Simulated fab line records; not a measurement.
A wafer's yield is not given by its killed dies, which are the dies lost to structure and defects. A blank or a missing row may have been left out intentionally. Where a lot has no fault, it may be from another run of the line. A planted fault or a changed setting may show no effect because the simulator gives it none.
fab line records	flow sky130
[record] lots = 24	wafers = 72	last_day = 50
route steps=708 shown RES_PROTECT@215 LDD_HVP@287 SD_N@354 LOCAL_INTERCONNECT@399 METAL1@450 VIA2@531
lots with no fault: from the same line, run without faults
start_h: hours from the record's first day to the start of the lot's first wafer shown	wait_h: hours from the lot's prior step to this one	" identical to the entry in the row above	L1.1+2: a row that stands for several wafers	- value missing, or start not given	* or withheld: withheld	< > ~ a bound
route shown NAME@n: a module of which the file shows steps, and the number in the route of the first	usual: average and standard deviation across the fault-free wafers	same: alike in all rows	chamber/n: place in a boat	sites: readings site by site	_std_site: standard deviation across them	_edge_site: outer sites' mean less inner sites'	radius_mm: how far each site lies from the wafer's centre	mask NAME#n: copy n	behind: the tool/chamber that last shaped the wafer	hold: reason for holding the lot/hours on hold/outcome of the hold	device: the n, p or np transistor that did not switch	end of line: tests run on the same wafers once the route is complete	a step with no rows: only its recipe	killed: the dies lost at the first sort to structure and to defects; this is not the yield of the wafer	map: shows each die of a wafer: x if killed, . if not, _ if none is there
set.NAME: the setting as run; set.NAME@STEP: as run at that earlier step	model.NAME: the simulator's own value behind a step, which no gauge read
the route's steps for a sample of lots (tables are steps, rows are wafers)
services: when a tool's chamber went out of use (start_h, in hours from the record's first day, below 0 if earlier), for how many hours, and the reason
[[steps]]
[step SKY_RES_PROTECT_TW_MEAS_08]
[usual] POLY_GATE_TW = 4039/32
lot.wafer	tool	chamber	start_h	wait_h	POLY_GATE_TW
L074.1	film_metro-02	-	333.21	0.1	4029
L074.5	"	-	"	"	4048
L074.6	"	-	"	"	4032
L075.1	film_metro-03	-	336.81	0.1	4080
L075.2	"	-	"	"	4050
L075.5	"	-	"	"	4076
L076.1	film_metro-04	-	357.61	0.1	4033
L076.2	"	-	"	"	4057
L076.4	"	-	"	"	4047
L077.2	film_metro-04	-	357.96	0.1	4049
L077.4	"	-	"	"	4047
L077.5	"	-	"	"	4044
L078.3	film_metro-02	-	363.17	0.1	4027
L078.4	"	-	"	"	4040
L078.6	"	-	"	"	4013
L079.2	film_metro-02	-	383.66	0.1	4017
L079.4	"	-	"	"	4009
L079.5	"	-	"	"	4017
L080.3	film_metro-02	-	385.14	0.1	4019
L080.5	"	-	"	"	4030
L080.6	"	-	"	"	4055
L081.2	film_metro-04	-	393.57	0.1	4020
L081.5	"	-	"	"	4039
L081.6	"	-	"	"	4021
L082.3	film_metro-03	-	403.37	0.1	4089
L082.4	"	-	"	"	4072
L082.5	"	-	"	"	4097
L083.4	film_metro-04	-	419.69	0.1	4023
L083.5	"	-	"	"	4025
L083.6	"	-	"	"	4027
L084.3	film_metro-04	-	421.67	0.1	4034
L084.5	"	-	"	"	4039
L084.6	"	-	"	"	4052
L085.1	film_metro-03	-	426.55	0.1	4080
L085.3	"	-	"	"	4066
L085.5	"	-	"	"	4079
L086.2	film_metro-04	-	443.51	0.1	4031
L086.3	"	-	"	"	4047
L086.6	"	-	"	"	4052
L087.2	film_metro-02	-	452.45	0.1	3997
L087.5	"	-	"	"	3976
L087.6	"	-	"	"	3996
L088.1	film_metro-02	-	462.00	0.1	4012
L088.2	"	-	"	"	4034
L088.5	"	-	"	"	4027
L089.2	film_metro-02	-	515.71	0.1	4007
L089.3	"	-	"	"	4025
L089.5	"	-	"	"	4040
L090.3	film_metro-03	-	515.75	0.1	4092
L090.4	"	-	"	"	4086
L090.6	"	-	"	"	4106
L091.1	film_metro-02	-	516.00	0.1	3970
L091.3	"	-	"	"	4007
L091.4	"	-	"	"	3984
L092.2	film_metro-02	-	516.31	0.1	3995
L092.3	"	-	"	"	4014
L092.6	"	-	"	"	4022
L093.1	film_metro-03	-	516.36	0.1	4095
L093.2	"	-	"	"	4093
L093.3	"	-	"	"	4106
L095.2	film_metro-02	-	518.76	0.1	4022
L095.3	"	-	"	"	4042
L095.5	"	-	"	"	4014
L094.2	film_metro-02	-	523.16	0.1	3992
L094.4	"	-	"	"	3988
L094.6	"	-	"	"	4014
L096.2	film_metro-04	-	530.06	0.1	4046
L096.3	"	-	"	"	4041
L096.5	"	-	"	"	4043
L097.2	film_metro-02	-	544.17	0.1	4043
L097.5	"	-	"	"	4046
L097.6	"	-	"	"	4015
[step SKY_LDD_HVP_STRIP_09]
[recipe] chemistry = O2/N2	power_w = 1400	pressure_mtorr = 1500	platen_temp_c = withheld	o2_flow_sccm = 3000	n2_flow_sccm = 300	overash_fraction = 0.5
[usual] drypump_motor_current_A = 5.4/0.33	oes_product_au = 0.408/0.0047	strip_time_to_endpoint_s = 4.130/0.013
lot.wafer	tool	chamber	start_h	wait_h	drypump_motor_current_A	oes_product_au	rf_hours_counter_h	strip_time_to_endpoint_s
L074.1	plasma_asher-03	1	490.49	0.1	5.9	0.400	81	4.126
L074.5	"	1	"	"	5.9	0.413	-	4.114
L074.6	"	0	"	"	4.8	0.414	-	4.128
L075.1	plasma_asher-01	1	502.24	0.1	5.3	0.405	7	4.104
L075.2	"	0	"	"	5.2	0.402	7	4.114
L075.5	"	0	"	"	5.2	0.408	-	4.147
L077.2	plasma_asher-02	0	514.99	0.1	5.9	0.405	69	4.133
L077.4	"	0	"	"	5.8	0.409	-	4.121
L077.5	"	0	"	"	5.8	0.407	-	4.147
L076.1	plasma_asher-03	1	514.99	0.1	5.9	0.405	84	4.130
L076.2	"	0	"	"	4.8	0.400	84	4.120
L076.4	"	1	"	"	5.9	0.407	-	4.116
L078.3	plasma_asher-02	0	524.73	0.1	5.8	0.408	-	4.133
L078.4	"	1	"	"	5.6	0.415	-	4.118
L078.6	"	1	"	"	5.6	0.412	-	4.138
L079.2	plasma_asher-01	1	543.04	0.1	5.4	0.407	11	4.114
L079.4	"	0	"	"	5.2	0.405	-	4.121
L079.5	"	1	"	"	5.3	0.415	-	4.119
L080.3	plasma_asher-01	1	544.27	0.1	5.4	0.410	-	4.130
L080.5	"	0	"	"	5.3	0.411	-	4.140
L080.6	"	1	"	"	5.3	0.408	-	4.127
L081.2	plasma_asher-01	0	553.39	0.1	5.3	0.402	12	4.130
L081.5	"	0	"	"	5.3	0.413	-	4.112
L081.6	"	1	"	"	5.3	0.407	-	4.121
L082.3	plasma_asher-03	0	559.18	0.1	4.8	0.409	-	4.154
L082.4	"	1	"	"	5.8	0.411	-	4.136
L082.5	"	1	"	"	5.8	0.407	-	4.137
L083.4	plasma_asher-01	1	577.03	0.1	5.3	0.410	-	4.144
L083.5	"	0	"	"	5.3	0.407	-	4.133
L083.6	"	1	"	"	5.3	0.406	-	4.151
L084.3	plasma_asher-01	0	581.32	0.1	5.3	0.398	-	4.115
L084.5	"	0	"	"	5.3	0.409	-	4.144
L084.6	"	1	"	"	5.4	0.415	-	4.135
L085.1	plasma_asher-03	1	584.89	0.1	5.9	0.400	90	4.107
L085.3	"	1	"	"	5.9	0.407	-	4.122
L085.5	"	0	"	"	4.8	0.403	-	4.120
L086.2	plasma_asher-03	1	601.04	0.1	5.9	0.415	92	4.133
L086.3	"	1	"	"	5.9	0.405	-	4.127
L086.6	"	1	"	"	5.9	0.415	-	4.126
L087.2	plasma_asher-02	1	610.79	0.1	5.6	0.406	78	4.129
L087.5	"	1	"	"	5.6	0.405	-	4.125
L087.6	"	0	"	"	5.9	0.408	-	4.136
L088.1	plasma_asher-01	1	617.14	0.1	5.4	0.409	18	4.131
L088.2	"	0	"	"	5.3	0.409	18	4.136
L088.5	"	1	"	"	5.3	0.412	-	4.113
L089.2	plasma_asher-01	1	667.24	0.1	5.3	0.405	23	4.140
L089.3	"	0	"	"	5.3	0.397	-	4.146
L089.5	"	1	"	"	5.3	0.402	-	4.129
L090.3	plasma_asher-01	0	669.08	0.1	5.2	0.409	-	4.120
L090.4	"	1	"	"	5.3	0.406	-	4.122
L090.6	"	1	"	"	5.3	0.405	-	4.128
L092.2	plasma_asher-03	1	669.49	0.1	5.9	0.398	99	4.157
L092.3	"	1	"	"	5.9	0.405	-	4.143
L092.6	"	0	"	"	4.8	0.415	-	4.117
L093.1	plasma_asher-02	1	669.79	0.1	5.5	0.405	84	4.124
L093.2	"	0	"	"	5.8	0.417	84	4.139
L093.3	"	1	"	"	5.6	0.401	-	4.141
L091.1	plasma_asher-01	0	670.54	0.1	5.3	0.403	23	4.149
L091.3	"	0	"	"	5.3	0.408	-	4.138
L091.4	"	1	"	"	5.3	0.408	-	4.128
L095.2	plasma_asher-03	0	674.64	0.1	4.8	0.416	99	4.123
L095.3	"	0	"	"	4.8	0.410	-	4.107
L095.5	"	1	"	"	5.9	0.410	-	4.134
L094.2	plasma_asher-02	0	675.54	0.1	5.8	0.416	84	4.152
L094.4	"	1	"	"	5.5	0.409	-	4.134
L094.6	"	0	"	"	5.9	0.409	-	4.145
L096.2	plasma_asher-01	0	677.84	0.1	5.3	0.413	24	4.150
L096.3	"	1	"	"	5.4	0.407	-	4.134
L096.5	"	0	"	"	5.2	0.421	-	4.121
L097.2	plasma_asher-01	1	691.89	0.1	5.3	0.404	26	4.136
L097.5	"	0	"	"	5.3	0.408	-	4.146
L097.6	"	1	"	"	5.3	0.405	-	4.150
[step SKY_SD_N_TW_MEAS_12]
[usual] SD_N_TW = 3985/37
lot.wafer	tool	chamber	start_h	wait_h	SD_N_TW
L074.1	film_metro-03	-	642.46	0.1	4033
L074.5	"	-	"	"	4038
L074.6	"	-	"	"	4059
L075.1	film_metro-01	-	652.27	0.1	3968
L075.2	"	-	"	"	3954
L075.5	"	-	"	"	3925
L076.1	film_metro-01	-	664.97	0.1	3957
L076.2	"	-	"	"	3960
L076.4	"	-	"	"	3957
L077.2	film_metro-04	-	665.12	0.1	3984
L077.4	"	-	"	"	4002
L077.5	"	-	"	"	3999
L078.3	film_metro-04	-	674.09	0.1	3995
L078.4	"	-	"	"	4003
L078.6	"	-	"	"	3992
L079.2	film_metro-01	-	689.53	0.1	3931
L079.4	"	-	"	"	3936
L079.5	"	-	"	"	3953
L080.3	film_metro-03	-	690.76	0.1	4018
L080.5	"	-	"	"	4014
L080.6	"	-	"	"	4020
L081.2	film_metro-01	-	699.63	0.1	3966
L081.5	"	-	"	"	3959
L081.6	"	-	"	"	3938
L082.3	film_metro-03	-	704.13	0.1	4030
L082.4	"	-	"	"	4047
L082.5	"	-	"	"	4045
L083.4	film_metro-01	-	721.24	0.1	3949
L083.5	"	-	"	"	3955
L083.6	"	-	"	"	3962
L084.3	film_metro-01	-	726.69	0.1	3979
L084.5	"	-	"	"	3973
L084.6	"	-	"	"	3956
L085.1	film_metro-03	-	727.77	0.1	4007
L085.3	"	-	"	"	4025
L085.5	"	-	"	"	4017
L086.2	film_metro-04	-	744.28	0.1	4025
L086.3	"	-	"	"	4025
L086.6	"	-	"	"	4016
L087.2	film_metro-03	-	753.07	0.1	4023
L087.5	"	-	"	"	4003
L087.6	"	-	"	"	4016
L088.1	film_metro-03	-	759.21	0.1	4006
L088.2	"	-	"	"	4016
L088.5	"	-	"	"	3988
L089.2	film_metro-01	-	805.62	0.1	3929
L089.3	"	-	"	"	3927
L089.5	"	-	"	"	3933
L090.3	film_metro-01	-	806.28	0.1	3955
L090.4	"	-	"	"	3977
L090.6	"	-	"	"	3983
L092.2	film_metro-01	-	808.07	0.1	3922
L092.3	"	-	"	"	3916
L092.6	"	-	"	"	3929
L093.1	film_metro-04	-	809.87	0.1	4048
L093.2	"	-	"	"	4031
L093.3	"	-	"	"	4022
L091.1	film_metro-01	-	810.17	0.1	3978
L091.3	"	-	"	"	3958
L091.4	"	-	"	"	3955
L095.2	film_metro-01	-	812.18	0.1	3912
L095.3	"	-	"	"	3950
L095.5	"	-	"	"	3937
L094.2	film_metro-03	-	813.33	0.1	4003
L094.4	"	-	"	"	4011
L094.6	"	-	"	"	4016
L096.2	film_metro-03	-	816.13	0.1	3983
L096.3	"	-	"	"	4023
L096.5	"	-	"	"	4005
L097.2	film_metro-03	-	828.13	0.1	4000
L097.5	"	-	"	"	3982
L097.6	"	-	"	"	4010
[step SKY_LOCAL_INTERCONNECT_OVL_MEAS_12]
[usual] LOCAL_INTERCONNECT_OVL = -1/5.1
lot.wafer	tool	chamber	start_h	wait_h	LOCAL_INTERCONNECT_OVL[nm]
L074.1	overlay-01	-	700.78	0.1	1
L074.5	"	-	"	"	1
L074.6	"	-	"	"	4
L075.1	overlay-01	-	710.28	0.1	-1
L075.2	"	-	"	"	-13
L075.5	"	-	"	"	-3
L076.1	overlay-02	-	722.62	0.1	4
L076.2	"	-	"	"	3
L076.4	"	-	"	"	0
L077.2	overlay-02	-	723.09	0.1	-8
L077.4	"	-	"	"	-9
L077.5	"	-	"	"	-7
L078.3	overlay-02	-	731.08	0.1	-3
L078.4	"	-	"	"	-11
L078.6	"	-	"	"	6
L079.2	overlay-02	-	746.93	0.1	8
L079.4	"	-	"	"	5
L079.5	"	-	"	"	3
L080.3	overlay-01	-	748.99	0.1	10
L080.5	"	-	"	"	9
L080.6	"	-	"	"	-4
L081.2	overlay-02	-	757.04	0.1	5
L081.5	"	-	"	"	8
L081.6	"	-	"	"	-3
L082.3	overlay-02	-	760.98	0.1	5
L082.4	"	-	"	"	-1
L082.5	"	-	"	"	4
L083.4	overlay-02	-	777.15	0.1	-5
L083.5	"	-	"	"	8
L083.6	"	-	"	"	-5
L084.3	overlay-02	-	782.53	0.1	6
L084.5	"	-	"	"	0
L084.6	"	-	"	"	7
L085.1	overlay-01	-	783.68	0.1	-1
L085.3	"	-	"	"	-4
L085.5	"	-	"	"	-4
L086.2	overlay-01	-	801.08	0.1	-4
L086.3	"	-	"	"	2
L086.6	"	-	"	"	4
L087.2	overlay-01	-	808.98	0.1	12
L087.5	"	-	"	"	6
L087.6	"	-	"	"	4
L088.1	overlay-01	-	815.08	0.1	-3
L088.2	"	-	"	"	3
L088.5	"	-	"	"	-5
L089.2	overlay-02	-	860.34	0.1	0
L089.3	"	-	"	"	0
L089.5	"	-	"	"	-1
L090.3	overlay-02	-	861.09	0.1	-13
L090.4	"	-	"	"	-4
L090.6	"	-	"	"	-10
L092.2	overlay-02	-	863.43	0.1	6
L092.3	"	-	"	"	1
L092.6	"	-	"	"	-1
L093.1	overlay-01	-	865.82	0.1	-2
L093.2	"	-	"	"	-4
L093.3	"	-	"	"	2
L091.1	overlay-02	-	866.17	0.1	-5
L091.3	"	-	"	"	-1
L091.4	"	-	"	"	-1
L095.2	overlay-02	-	867.58	0.1	-4
L095.3	"	-	"	"	-11
L095.5	"	-	"	"	-4
L094.2	overlay-01	-	869.48	0.1	-6
L094.4	"	-	"	"	-2
L094.6	"	-	"	"	4
L096.2	overlay-01	-	871.08	0.1	0
L096.3	"	-	"	"	2
L096.5	"	-	"	"	4
L097.2	overlay-01	-	881.18	0.1	2
L097.5	"	-	"	"	-6
L097.6	"	-	"	"	2
[step SKY_METAL1_OVL_MEAS_16]
[usual] METAL1_OVL = -1/4.6
lot.wafer	tool	chamber	start_h	wait_h	METAL1_OVL[nm]
L074.1	overlay-02	-	757.98	0.1	-4
L074.5	"	-	"	"	3
L074.6	"	-	"	"	1
L075.1	overlay-02	-	768.40	0.1	-11
L075.2	"	-	"	"	-9
L075.5	"	-	"	"	-5
L076.1	overlay-02	-	779.48	0.1	5
L076.2	"	-	"	"	-1
L076.4	"	-	"	"	-2
L077.2	overlay-02	-	779.84	0.1	5
L077.4	"	-	"	"	12
L077.5	"	-	"	"	1
L078.3	overlay-01	-	788.69	0.1	-5
L078.4	"	-	"	"	-7
L078.6	"	-	"	"	-4
L079.2	overlay-01	-	802.34	0.1	6
L079.4	"	-	"	"	-2
L079.5	"	-	"	"	2
L080.3	overlay-01	-	805.53	0.1	-8
L080.5	"	-	"	"	-7
L080.6	"	-	"	"	-1
L081.2	overlay-02	-	812.43	0.1	-6
L081.5	"	-	"	"	-3
L081.6	"	-	"	"	-4
L082.3	overlay-01	-	816.79	0.1	3
L082.4	"	-	"	"	1
L082.5	"	-	"	"	0
L083.4	overlay-01	-	833.99	0.1	2
L083.5	"	-	"	"	4
L083.6	"	-	"	"	3
L084.3	overlay-02	-	838.85	0.1	-2
L084.5	"	-	"	"	-3
L084.6	"	-	"	"	-3
L085.1	overlay-01	-	840.13	0.1	7
L085.3	"	-	"	"	9
L085.5	"	-	"	"	7
L086.2	overlay-02	-	857.84	0.1	-3
L086.3	"	-	"	"	0
L086.6	"	-	"	"	3
L087.2	overlay-02	-	864.94	0.1	-3
L087.5	"	-	"	"	-5
L087.6	"	-	"	"	1
L088.1	overlay-01	-	870.43	0.1	5
L088.2	"	-	"	"	6
L088.5	"	-	"	"	0
L089.2	overlay-02	-	907.74	0.1	-2
L089.3	"	-	"	"	-1
L089.5	"	-	"	"	-1
L090.3	overlay-01	-	911.30	0.1	2
L090.4	"	-	"	"	3
L090.6	"	-	"	"	1
L092.2	overlay-02	-	914.63	0.1	-11
L092.3	"	-	"	"	-6
L092.6	"	-	"	"	-7
L093.1	overlay-02	-	916.83	0.1	-4
L093.2	"	-	"	"	10
L093.3	"	-	"	"	-1
L091.1	overlay-01	-	917.83	0.1	-3
L091.3	"	-	"	"	-5
L091.4	"	-	"	"	5
L095.2	overlay-01	-	918.53	0.1	0
L095.3	"	-	"	"	-2
L095.5	"	-	"	"	3
L094.2	overlay-02	-	920.05	0.1	4
L094.4	"	-	"	"	11
L094.6	"	-	"	"	4
L096.2	overlay-02	-	920.74	0.1	-2
L096.3	"	-	"	"	-2
L096.5	"	-	"	"	1
L097.2	overlay-02	-	930.63	0.1	4
L097.5	"	-	"	"	-6
L097.6	"	-	"	"	-1
[step SKY_VIA2_CMP_24]
[recipe] stop_on = SiO2	t_overpolish_s = 20	down_force_psi = 3.5	platen_rpm = 60	target_thk_nm = 0	pad_velocity_m_s = 0.94248
[usual] motor_current_A = 11.0/0.92	overpolish_run_s = 20.000/0.0097	time_to_endpoint_s = 101/5.2
lot.wafer	tool	chamber	start_h	wait_h	motor_current_A	overpolish_run_s	time_to_endpoint_s
L074.1	cmp-02	2	842.93	0.1	10.5	20.005	92
L074.6	"	0	"	"	12.3	19.995	101
L074.5	"	1	"	"	11.0	19.992	102
L075.2	cmp-02	0	852.63	0.0	11.8	20.000	100
L075.1	"	1	"	"	11.0	20.013	103
L075.5	"	0	"	"	11.7	20.011	101
L076.1	cmp-01	0	863.43	0.1	10.0	19.993	105
L076.2	"	2	"	"	11.1	20.000	106
L076.4	"	3	"	"	10.3	20.009	90
L077.4	cmp-01	3	865.08	0.1	10.7	20.013	96
L077.2	"	0	"	"	9.7	19.999	109
L077.5	"	2	"	"	11.5	20.000	106
L078.4	cmp-01	1	873.60	0.2	11.1	19.995	106
L078.3	"	2	"	"	11.7	20.000	102
L078.6	"	0	"	"	9.9	20.012	109
L079.2	cmp-02	3	885.17	0.1	11.5	20.015	98
L079.4	"	0	"	"	12.1	19.999	101
L079.5	"	2	"	"	10.1	20.003	100
L080.3	cmp-01	3	887.64	0.2	11.3	19.996	89
L080.6	"	0	"	"	9.6	19.994	106
L080.5	"	1	"	"	11.5	20.019	106
L081.2	cmp-01	2	894.42	0.1	12.0	20.006	104
L081.5	"	0	"	"	9.8	20.008	107
L081.6	"	1	"	"	11.0	19.996	107
L082.4	cmp-02	0	896.88	0.0	12.5	19.997	100
L082.3	"	1	"	"	11.0	20.017	107
L082.5	"	0	"	"	11.9	19.990	100
L083.4	cmp-02	2	912.23	0.1	9.3	19.991	102
L083.6	"	1	"	"	12.2	20.003	106
L083.5	"	2	"	"	9.3	20.007	102
L084.3	cmp-01	2	919.36	0.3	11.7	20.004	100
L084.6	"	2	"	"	11.4	20.004	101
L084.5	"	3	"	"	10.3	20.006	92
L085.3	cmp-02	3	919.45	0.0	11.7	19.988	93
L085.1	"	2	"	"	10.2	19.996	94
L085.5	"	0	"	"	11.3	20.005	95
L086.2	cmp-02	1	934.34	0.0	10.6	19.999	102
L086.3	"	0	"	"	11.9	19.998	98
L086.6	"	2	"	"	10.0	20.001	97
L087.2	cmp-01	0	943.84	0.2	9.8	20.008	105
L087.6	"	1	"	"	11.1	19.997	102
L087.5	"	2	"	"	11.5	19.994	98
L088.2	cmp-02	3	947.37	0.0	11.7	19.997	101
L088.1	"	1	"	"	10.5	20.016	101
L088.5	"	0	"	"	11.4	19.997	99
L089.2	cmp-01	2	986.28	0.1	11.3	19.999	104
L089.3	"	3	"	"	10.4	20.006	91
L089.5	"	1	"	"	10.9	20.011	106
L090.4	cmp-01	2	990.18	0.1	11.7	19.989	102
L090.3	"	3	"	"	10.7	20.015	91
L090.6	"	1	"	"	11.8	20.023	101
L092.3	cmp-01	3	992.34	0.0	10.4	20.003	91
L092.2	"	1	"	"	11.3	19.993	103
L092.6	"	3	"	"	10.8	19.998	95
L093.1	cmp-01	3	994.44	0.1	11.1	19.996	96
L093.2	"	0	"	"	9.4	19.991	110
L093.3	"	2	"	"	11.7	19.996	102
L091.4	cmp-02	0	994.68	0.1	12.2	20.002	100
L091.3	"	1	"	"	11.9	20.005	104
L091.1	"	2	"	"	8.9	20.014	97
L095.2	cmp-01	3	996.48	0.1	10.9	20.000	90
L095.3	"	0	"	"	10.1	20.003	109
L095.5	"	2	"	"	11.8	20.007	99
L094.4	cmp-01	2	996.83	0.1	11.1	20.017	101
L094.2	"	0	"	"	9.2	20.001	104
L094.6	"	2	"	"	12.3	19.985	103
L096.3	cmp-02	0	999.19	0.1	11.6	20.005	101
L096.2	"	1	"	"	11.9	19.999	100
L096.5	"	3	"	"	12.4	19.996	98
L097.2	cmp-02	1	1005.88	0.0	11.3	19.997	105
L097.6	"	1	"	"	11.5	19.985	104
L097.5	"	2	"	"	10.5	19.981	93
[[services]]
tool	chamber	start_h	hours	kind
cmp-01	-	521.29	4.0	repair
cmp-01	-	538.50	3.7	pm
cmp-02	-	562.67	7.7	pm
cmp-02	-	572.19	4.0	pm
cmp-01	-	587.47	1.9	repair
plasma_asher-01	-	596.66	2.8	pm
cmp-02	-	601.63	3.6	pm
cmp-02	-	608.16	4.0	repair
cmp-01	-	621.00	4.0	repair
cmp-02	-	637.57	0.8	repair
cmp-01	-	659.20	1.2	repair
cmp-01	-	698.70	3.7	pm
cmp-02	-	714.38	2.2	repair
cmp-02	-	743.08	1.0	repair
cmp-01	-	744.00	4.0	pm
plasma_asher-01	-	746.49	15.6	pm
cmp-01	-	784.00	1.0	repair
cmp-02	-	784.37	0.5	repair
cmp-02	-	791.76	2.2	repair
plasma_asher-01	-	806.17	10.0	pm
cmp-02	-	812.98	4.3	repair
cmp-01	-	817.42	1.1	repair
cmp-01	-	862.20	1.0	repair
cmp-01	-	925.82	1.9	repair
[[key]]
fault none
